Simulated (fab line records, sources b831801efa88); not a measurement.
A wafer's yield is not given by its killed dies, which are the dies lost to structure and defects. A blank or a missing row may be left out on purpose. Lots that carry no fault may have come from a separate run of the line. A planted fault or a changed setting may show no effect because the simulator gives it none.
fab line records	flow gf180mcu
record lots=5	wafers=15	last-day=34
route steps=602 shown VT_IMPLANT@127 MVSD@136 NWELL@137 LVPWELL@138 MVPSD@139 DUAL_GATE@141
lots that met no fault: from a run of the same line without faults
start-h: start of the lot's first displayed wafer, in hours after the record's first day	wait-h: how many hours have passed since the lot's step before this one	" identical to the entry in the row above	L1.1+2: a single row standing in for several wafers	- value missing, or start not given	* or withheld: withheld	< > ~ a bound
route shown NAME@n: NAME is a module with steps in the file, n the number in the route of the first one	usual: average and standard deviation across the fault-free wafers	same: alike in all rows	chamber/n: place in a boat	sites: each site's reading	_std_site: how widely they spread, as a standard deviation	_edge_site: the outer-site mean with the inner-site mean subtracted	radius-mm: how far each site lies from the wafer's centre	mask NAME#n: copy n	behind: the last tool/chamber to shape the wafer	hold: reason for holding the lot/hours on hold/outcome of the hold	device: the transistor (n, p or np) that didn't switch	end of line: the route-end tests of the same wafers	a step without rows: its recipe alone	killed: dies lost to structure and defects at the first sort, not the wafer's yield	map: a wafer's dies, marking killed ones x, the rest . and places with no die _
set.NAME: the run value of the setting; set.NAME@STEP: its run value at that earlier step	model.NAME: the simulator's own value behind a step, which no gauge read
lots at selected steps of the route; one table per step, one row per wafer
services: the hour from which a tool's chamber was out of use, counted from the record's first day as start-h (under 0 if before that day), plus the number of hours and why
## steps
# step GF_VT_IMPLANT_EXPOSE_37
# recipe mask-id=Nwell_HV_AREA	target-cd-nm=860	na=0.6	source-shape=conventional	sigma-outer=0.6	dose-mj=140
# usual focus-offset-nm=0.0/0.46
lot.wafer	tool	chamber	start-h	wait-h	mask	focus-offset-nm
L077.2	iline-stepper-02	0	-	-	Nwell_HV_AREA#0	0.7
L077.3	"	0	"	"	Nwell_HV_AREA#0	-0.8
L077.4	"	0	"	"	Nwell_HV_AREA#0	0.2
L080.3	iline-stepper-01	0	-	-	Nwell_HV_AREA#0	0.1
L080.4	"	0	"	"	Nwell_HV_AREA#0	0.1
L080.5	"	0	"	"	Nwell_HV_AREA#0	0.3
L083.1	iline-stepper-01	0	-	-	Nwell_HV_AREA#0	0.3
L083.3	"	0	"	"	Nwell_HV_AREA#0	-0.2
L083.6	"	0	"	"	Nwell_HV_AREA#0	0.3
L085.4	iline-stepper-01	0	-	-	Nwell_HV_AREA#0	0.0
L085.5	"	0	"	"	Nwell_HV_AREA#0	0.6
L085.6	"	0	"	"	Nwell_HV_AREA#0	0.1
L097.1	iline-stepper-01	0	-	-	Nwell_HV_AREA#0	0.4
L097.2	"	0	"	"	Nwell_HV_AREA#0	0.0
L097.3	"	0	"	"	Nwell_HV_AREA#0	0.0
# step GF_VT_IMPLANT_PEB_38
# recipe temp-c=withheld	time-s=*	resist=NOVOLAK
lot.wafer	tool	chamber	start-h	wait-h
L077.2+3+4	litho-track-03	0	-	-
L080.3+4+5	litho-track-03	0	-	-
L083.1+3+6	litho-track-04	0	-	-
L085.4+5+6	litho-track-02	0	-	-
L097.1+2+3	litho-track-03	0	-	-
# step GF_VT_IMPLANT_DEVELOP_39
# recipe develop-time-s=60	dev-temp-c=23
lot.wafer	tool	chamber	start-h	wait-h
L077.2+3+4	litho-track-03	0	177.55	0.1
L080.3+4+5	litho-track-03	0	195.33	0.1
L083.1+3+6	litho-track-04	0	220.26	0.1
L085.4+5+6	litho-track-02	0	230.59	0.1
L097.1+2+3	litho-track-03	0	313.27	0.1
# step GF_VT_IMPLANT_OVL_MEAS_40
# usual VT_IMPLANT_03_OVL=-0.4/1.5
lot.wafer	tool	chamber	start-h	wait-h	VT_IMPLANT_03_OVL[nm]
L077.2	overlay-02	-	177.68	0.1	-2.2
L077.3	"	-	"	"	-2.2
L077.4	"	-	"	"	-1.6
L080.3	overlay-02	-	195.44	0.1	-1.2
L080.4	"	-	"	"	-1.2
L080.5	"	-	"	"	-1.8
L083.1	overlay-02	-	220.41	0.1	0.1
L083.3	"	-	"	"	-0.8
L083.6	"	-	"	"	0.7
L085.4	overlay-01	-	230.70	0.1	-0.4
L085.5	"	-	"	"	-0.8
L085.6	"	-	"	"	-1.7
L097.1	overlay-02	-	313.42	0.1	0.9
L097.2	"	-	"	"	-0.3
L097.3	"	-	"	"	0.9
# step GF_VT_IMPLANT_IMPLANT_41
# recipe species=As	energy-kev=70	dose-cm2=1.013e+12	tilt-deg=7
# usual beam-energy-keV=70.000/0.022	tilt-deg=7.003/0.02
lot.wafer	tool	chamber	start-h	wait-h	beam-energy-keV	tilt-deg
L077.2	implanter-04	0	177.74	0.0	69.988	7.018
L077.3	"	0	"	"	69.982	7.013
L077.4	"	0	"	"	69.984	6.992
L080.3	implanter-04	0	195.51	0.1	69.991	6.989
L080.4	"	0	"	"	69.991	7.010
L080.5	"	0	"	"	69.977	6.992
L083.1	implanter-04	0	220.45	0.0	69.992	7.009
L083.3	"	0	"	"	70.018	7.029
L083.6	"	0	"	"	70.000	7.029
L085.4	implanter-02	0	230.79	0.1	70.017	6.984
L085.5	"	0	"	"	69.996	6.993
L085.6	"	0	"	"	70.003	6.987
L097.1	implanter-02	0	313.46	0.0	69.961	7.000
L097.2	"	0	"	"	69.987	7.016
L097.3	"	0	"	"	69.977	6.978
# step GF_VT_IMPLANT_STRIP_42
# recipe chemistry=O2/N2	power-w=1400	pressure-mtorr=1500	platen-temp-c=250	o2-flow-sccm=3000	n2-flow-sccm=300	overash-fraction=0.5
# usual drypump-motor-current-A=5.8/0.63	heater-power-w=300/17	oes-product-au=0.716/0.0048	strip-time-to-endpoint-s=12.64/0.032
lot.wafer	tool	chamber	start-h	wait-h	drypump-motor-current-A	heater-power-w	oes-product-au	rf-hours-counter-h	strip-time-to-endpoint-s
L077.2	plasma-asher-01	0	177.86	0.1	6.3	320	0.709	54	12.61
L077.3	"	0	"	"	6.4	324	0.706	-	12.63
L077.4	"	1	"	"	4.9	312	0.726	-	12.63
L080.3	plasma-asher-02	0	195.65	0.1	4.8	304	0.719	-	12.67
L080.4	"	1	"	"	6.6	264	0.721	-	12.66
L080.5	"	1	"	"	6.6	260	0.718	-	12.67
L083.1	plasma-asher-01	0	220.60	0.1	6.3	316	0.717	58	12.62
L083.3	"	0	"	"	6.4	313	0.715	-	12.63
L083.6	"	1	"	"	4.9	308	0.717	-	12.65
L085.4	plasma-asher-02	0	230.90	0.1	4.8	307	0.717	-	12.66
L085.5	"	1	"	"	6.6	264	0.718	-	12.66
L085.6	"	0	"	"	4.8	300	0.718	-	12.61
L097.1	plasma-asher-03	1	313.61	0.1	5.7	305	0.723	51	12.63
L097.2	"	0	"	"	6.1	286	0.720	51	12.61
L097.3	"	1	"	"	5.7	302	0.725	-	12.63
# step GF_VT_IMPLANT_TW_MEAS_43
# usual VT_IMPLANT_4_TW=687/5.2
lot.wafer	tool	chamber	start-h	wait-h	VT_IMPLANT_4_TW
L077.2	film-metro-03	-	177.97	0.1	694
L077.3	"	-	"	"	694
L077.4	"	-	"	"	688
L080.3	film-metro-04	-	195.73	0.1	684
L080.4	"	-	"	"	687
L080.5	"	-	"	"	685
L083.1	film-metro-04	-	220.70	0.1	685
L083.3	"	-	"	"	690
L083.6	"	-	"	"	687
L085.4	film-metro-04	-	231.00	0.1	690
L085.5	"	-	"	"	691
L085.6	"	-	"	"	689
L097.1	film-metro-02	-	313.71	0.1	685
L097.2	"	-	"	"	681
L097.3	"	-	"	"	682
# step GF_VT_IMPLANT_CLEAN_44
# recipe chemistry=SC1/SC2	mix=1:4:20	temp-c=70	time-s=150	dry=n2-spin
lot.wafer	tool	chamber	start-h	wait-h
L077.2+3+4	wet-bench-02	1	178.02	0.0
L080.3+4+5	wet-bench-03	1	195.77	0.0
L083.1+3+6	wet-bench-02	0	220.76	0.1
L085.4+5+6	wet-bench-04	1	231.03	0.0
L097.1+2+3	wet-bench-02	2	313.77	0.1
# step GF_VT_IMPLANT_RTA_45
# recipe temp-c=1050	time-s=30	ambient=N2
# usual chamber-o2-ppm=2.001/0.023	lamp-power-pct=38.1/1.1	wafer_temp_C_max=1053.6/0.86
lot.wafer	tool	chamber	start-h	wait-h	chamber-o2-ppm	lamp-power-pct	wafer_temp_C_max
L077.2	rtp-anneal-02	0	178.09	0.0	2.030	37.3	1054.3
L077.3	"	0	"	"	1.997	37.3	1054.2
L077.4	"	0	"	"	1.997	37.4	1054.0
L080.3	rtp-anneal-02	0	195.86	0.0	1.999	37.3	1051.9
L080.4	"	0	"	"	2.013	37.4	1052.8
L080.5	"	0	"	"	1.993	37.3	1052.5
L083.1	rtp-anneal-02	0	220.81	0.0	2.045	37.3	1052.5
L083.3	"	0	"	"	2.009	37.3	1052.4
L083.6	"	0	"	"	1.950	37.3	1052.9
L085.4	rtp-anneal-01	0	231.13	0.1	2.015	39.5	1053.4
L085.5	"	0	"	"	2.001	39.5	1053.8
L085.6	"	0	"	"	2.013	39.6	1052.4
L097.1	rtp-anneal-02	0	313.82	0.0	1.976	37.3	1052.4
L097.2	"	0	"	"	2.006	37.3	1053.4
L097.3	"	0	"	"	2.017	37.3	1053.6
# step GF_VT_IMPLANT_RS_MEAS_46
# recipe thk-meas-gauge=four-point-probe
# usual MVSD_RS=458.7/1.3
lot.wafer	tool	chamber	start-h	wait-h	MVSD_RS[ohm/sq]
L077.2	film-metro-03	-	178.19	0.1	457.7
L077.3	"	-	"	"	455.4
L077.4	"	-	"	"	455.6
L080.3	film-metro-03	-	195.96	0.1	459.0
L080.4	"	-	"	"	459.4
L080.5	"	-	"	"	460.4
L083.1	film-metro-04	-	221.01	0.2	460.5
L083.3	"	-	"	"	459.8
L083.6	"	-	"	"	459.6
L085.4	film-metro-03	-	231.24	0.1	457.2
L085.5	"	-	"	"	457.4
L085.6	"	-	"	"	456.4
L097.1	film-metro-04	-	313.92	0.1	457.3
L097.2	"	-	"	"	458.1
L097.3	"	-	"	"	457.6
# step GF_VT_IMPLANT_RS_MEAS_47
# recipe thk-meas-gauge=four-point-probe
# usual NWELL_RS=488.3/1.4
lot.wafer	tool	chamber	start-h	wait-h	NWELL_RS[ohm/sq]
L077.2	film-metro-03	-	178.31	0.1	487.6
L077.3	"	-	"	"	489.0
L077.4	"	-	"	"	488.1
L080.3	film-metro-03	-	196.08	0.1	486.5
L080.4	"	-	"	"	485.7
L080.5	"	-	"	"	486.3
L083.1	film-metro-04	-	221.13	0.1	489.1
L083.3	"	-	"	"	489.3
L083.6	"	-	"	"	490.5
L085.4	film-metro-03	-	231.36	0.1	486.8
L085.5	"	-	"	"	486.9
L085.6	"	-	"	"	487.2
L097.1	film-metro-04	-	314.04	0.1	489.3
L097.2	"	-	"	"	492.4
L097.3	"	-	"	"	490.4
# step GF_VT_IMPLANT_RS_MEAS_48
# recipe thk-meas-gauge=four-point-probe
# usual LVPWELL_RS=1199/3.1
lot.wafer	tool	chamber	start-h	wait-h	LVPWELL_RS[ohm/sq]
L077.2	film-metro-03	-	178.43	0.1	1196
L077.3	"	-	"	"	1196
L077.4	"	-	"	"	1197
L080.3	film-metro-03	-	196.20	0.1	1199
L080.4	"	-	"	"	1201
L080.5	"	-	"	"	1201
L083.1	film-metro-04	-	221.25	0.1	1202
L083.3	"	-	"	"	1198
L083.6	"	-	"	"	1201
L085.4	film-metro-03	-	231.48	0.1	1197
L085.5	"	-	"	"	1201
L085.6	"	-	"	"	1198
L097.1	film-metro-04	-	314.16	0.1	1197
L097.2	"	-	"	"	1195
L097.3	"	-	"	"	1199
# step GF_VT_IMPLANT_RS_MEAS_49
# recipe thk-meas-gauge=four-point-probe
# usual MVPSD_RS=1171/3.1
lot.wafer	tool	chamber	start-h	wait-h	MVPSD_RS[ohm/sq]
L077.2	film-metro-03	-	178.55	0.1	1173
L077.3	"	-	"	"	1170
L077.4	"	-	"	"	1169
L080.3	film-metro-03	-	196.32	0.1	1172
L080.4	"	-	"	"	1173
L080.5	"	-	"	"	1173
L083.1	film-metro-04	-	221.37	0.1	1172
L083.3	"	-	"	"	1172
L083.6	"	-	"	"	1172
L085.4	film-metro-03	-	231.60	0.1	1165
L085.5	"	-	"	"	1168
L085.6	"	-	"	"	1170
L097.1	film-metro-04	-	314.28	0.1	1172
L097.2	"	-	"	"	1171
L097.3	"	-	"	"	1175
# step GF_VT_IMPLANT_WET_ETCH_50
# recipe chemistry=dHF	target-depth-nm=20	target=SiO2	temp-c=25	dilution=100:1	time-s=386.5
lot.wafer	tool	chamber	start-h	wait-h
L077.2+3+4	wet-bench-04	1	178.65	0.1
L080.3+4+5	wet-bench-02	1	196.40	0.1
L083.1+3+6	wet-bench-03	3	221.49	0.1
L085.4+5+6	wet-bench-03	2	231.78	0.2
L097.1+2+3	wet-bench-04	3	314.40	0.1
# step GF_DUAL_GATE_CLEAN_00
# recipe chemistry=SC1/SC2	mix=1:4:20	temp-c=70	time-s=150
lot.wafer	tool	chamber	start-h	wait-h
L077.2+3+4	wet-bench-02	3	178.79	0.0
L080.3+4+5	wet-bench-04	3	196.92	0.0
L083.1+3+6	wet-bench-04	3	221.72	0.0
L085.4+5+6	wet-bench-02	1	232.02	0.0
L097.1+2+3	wet-bench-02	2	314.53	0.0
## services
tool	chamber	start-h	hours	kind
iline-stepper-02	-	147.08	1.7	pm
iline-stepper-01	-	152.12	1.7	pm
iline-stepper-02	-	184.79	12.6	repair
wet-bench-02	-	187.06	3.4	repair
iline-stepper-02	-	188.08	1.1	repair
implanter-02	-	197.26	5.7	repair
plasma-asher-01	-	213.72	3.4	repair
wet-bench-03	-	234.46	0.5	repair
implanter-02	-	253.51	4.6	repair
plasma-asher-03	-	253.60	1.3	repair
plasma-asher-02	-	257.66	4.3	pm
wet-bench-02	-	273.92	7.3	repair
implanter-04	-	274.64	3.1	repair
plasma-asher-02	-	291.92	4.4	repair
## key
fault none
